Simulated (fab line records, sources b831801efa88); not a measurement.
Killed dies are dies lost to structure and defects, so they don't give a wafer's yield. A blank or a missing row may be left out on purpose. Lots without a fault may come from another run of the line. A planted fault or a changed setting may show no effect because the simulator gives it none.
Which tool did it? | flow sky130 | 12 lots, 34 wafers sampled, at 5 steps of a route of 708

WHAT THE GAUGES READ, wafer by wafer
SKY_FIELD_ISO_THK_MEAS_25.
lot  | measured    | on            | FIELD_ISO_CVD_24_THK (nm)
L962 | day 2 10:51 | film_metro-02 | 585 583 587
L964 | day 2 17:48 | film_metro-04 | 600 591 600
L965 | day 2 21:46 | film_metro-04 | 594 593 596
L966 | day 3 05:26 | film_metro-03 | 601 609 606
L968 | day 3 16:16 | film_metro-02 | 609 588 606
L969 | day 3 22:04 | film_metro-03 | 595 600 598
L971 | day 4 04:01 | film_metro-03 | 597 599 603
L973 | day 4 17:18 | film_metro-04 | 589 590 595
L974 | day 4 22:09 | film_metro-04 | 578 591 594
L976 | day 5 09:54 | film_metro-04 | 587 600 585
L980 | day 6 03:16 | film_metro-03 | 592 579 587
L984 | day 7 01:07 | film_metro-02 | 455 455

SKY_NWELL_THK_MEAS_02.
lot  | measured    | on            | NWELL_OXIDATION_THK (nm)
L962 | day 2 15:07 | film_metro-03 | 9.84 9.82 9.62
L964 | day 2 23:01 | film_metro-03 | 9.98 9.88 9.96
L965 | day 3 04:09 | film_metro-01 | 9.97 9.86 9.85
L966 | day 3 09:19 | film_metro-01 | 10.03 9.95 10.01
L968 | day 3 20:51 | film_metro-01 | 10.01 10.17 10.16
L969 | day 4 02:34 | film_metro-03 | 9.98 9.88 9.80
L971 | day 4 09:26 | film_metro-04 | 9.66 9.93 9.97
L973 | day 4 21:13 | film_metro-04 | 9.97 9.98 10.37
L974 | day 5 02:37 | film_metro-01 | 9.91 10.04 10.02
L976 | day 5 14:23 | film_metro-04 | 9.99 10.06 10.03
L980 | day 6 08:02 | film_metro-03 | 10.08 10.24 10.10
L984 | day 7 11:49 | film_metro-03 | 10.13

SKY_NWELL_OVL_MEAS_23.
lot  | measured     | on         | NWELL_01_OVL (nm)
L962 | day 5 12:03  | overlay-01 | 0.8 -1.4 0.4
L964 | day 5 19:08  | overlay-02 | 1.0 0.2 1.0
L965 | day 6 02:35  | overlay-02 | -1.2 -0.4 -1.6
L966 | day 6 09:32  | overlay-02 | 1.7 1.8 0.2
L968 | day 6 21:17  | overlay-01 | -0.5 -1.7 -1.7
L969 | day 7 05:59  | overlay-02 | 0.0 1.4 -0.4
L971 | day 7 11:56  | overlay-01 | 0.7 -1.6 -3.3
L973 | day 8 02:15  | overlay-01 | -1.5 1.2 -0.5
L974 | day 8 06:50  | overlay-02 | -2.8 -1.8 -1.8
L976 | day 8 22:33  | overlay-01 | 1.8 -0.6 0.0
L980 | day 9 17:47  | overlay-01 | -0.3 -0.9 -3.2
L984 | day 10 21:24 | overlay-01 | -1.7

WHICH TOOL RAN EACH LOT (tool, then ch and the chambers of the sampled wafers, then the start)
lot  | SKY_FIELD_ISO_CVD_24            | SKY_FIELD_ISO_CMP_27
L962 | hdpcvd-02 ch 0,2, day 2 10:46   | cmp-01 ch 1,2, day 2 12:42
L964 | hdpcvd-01 ch 1,2, day 2 17:44   | cmp-01 ch 0,3, day 2 20:04
L965 | hdpcvd-02 ch 0,1,2, day 2 21:41 | cmp-02 ch 0,1,3, day 3 00:49
L966 | hdpcvd-01 ch 1,2, day 3 05:22   | cmp-02 ch 1,2, day 3 07:00
L968 | hdpcvd-01 ch 1,2, day 3 16:10   | cmp-02 ch 1,2,3, day 3 18:03
L969 | hdpcvd-02 ch 0,1,2, day 3 21:59 | cmp-02 ch 0,1,2, day 3 23:53
L971 | hdpcvd-02 ch 0,2, day 4 03:56   | cmp-02 ch 0,1,2, day 4 05:35
L973 | hdpcvd-02 ch 0,1,2, day 4 17:13 | cmp-02 ch 0,1,3, day 4 18:54
L974 | hdpcvd-02 ch 0,1, day 4 22:04   | cmp-02 ch 0,1,2, day 4 23:45
L976 | hdpcvd-02 ch 1,2, day 5 09:49   | cmp-02 ch 0,1, day 5 11:27
L980 | hdpcvd-02 ch 0,1,2, day 6 03:11 | cmp-01 ch 0,3, day 6 04:52
L984 | hdpcvd-02 ch 2, day 7 01:03     | cmp-01 ch 1, day 7 08:59
- SKY_FIELD_ISO_CVD_24: deposits SiO2, target thk 595 nm, time 99.2 s.
- SKY_FIELD_ISO_CMP_27: polishes, stops on Si3N4, t overpolish 16 s, target thk 457.8 nm.

WHAT THE TOOLS THEMSELVES READ (means of the sampled wafers that have a number; where no wafer has one, the mark that the record gives instead)
SKY_FIELD_ISO_CMP_27.
lot  | tool   | motor_current_A (A) | time_to_endpoint_s (s)
L962 | cmp-01 | 12.4                | 112
L964 | cmp-01 | 12.0                | 110
L965 | cmp-02 | 11.8                | 110
L966 | cmp-02 | 12.9                | 115
L968 | cmp-02 | 12.5                | 112
L969 | cmp-02 | 11.9                | 109
L971 | cmp-02 | 12.0                | 107
L973 | cmp-02 | 11.5                | 105
L974 | cmp-02 | 12.2                | 103
L976 | cmp-02 | 11.2                | 103
L980 | cmp-01 | 11.6                | 106
L984 | cmp-01 | 11.7                | 82

THE ANSWER, worked out from the rows above alone
Rule: what is usual is taken from the lots themselves. Put in order of their means at a reading, lots are off if they are a third of the lots or fewer, leave a main group of 4 or more, and stand apart from it by a gap of 3 or more times the standard deviation of the main group's means; of several such gaps the widest counts. A main group whose means are all the same, to the digits that the tables above print for the reading, isn't used. A lot without any number at a reading at which 4 lots or more have one is off too. The other lots that the step has rows for count as sound. The gauges are gone through in route order, then the tools' own readings, and for those a lot's mean is taken as printed above. The first step at which some lot is off is used, and at that step the reading that is off furthest; a lot without a number counts as furthest.
Off: L984, at SKY_FIELD_ISO_THK_MEAS_25 (FIELD_ISO_CVD_24_THK). The main group: mean 594 nm, standard deviation 6.3.
A tool fits if, at a process step before that reading, it ran every lot that is off, and no sound lot after the first of them. The gauges at SKY_FIELD_ISO_THK_MEAS_25 aren't tried: what is off there is off at SKY_FIELD_ISO_CMP_27 too, on other tools, and a gauge's error can't cause that. One fits: hdpcvd-02 at SKY_FIELD_ISO_CVD_24. Its last sound lot is L980 (day 6 03:11), its first lot that is off L984 (day 7 01:03): a fault that began between those two fits.

WHAT THE SIMULATOR HAD PUT IN
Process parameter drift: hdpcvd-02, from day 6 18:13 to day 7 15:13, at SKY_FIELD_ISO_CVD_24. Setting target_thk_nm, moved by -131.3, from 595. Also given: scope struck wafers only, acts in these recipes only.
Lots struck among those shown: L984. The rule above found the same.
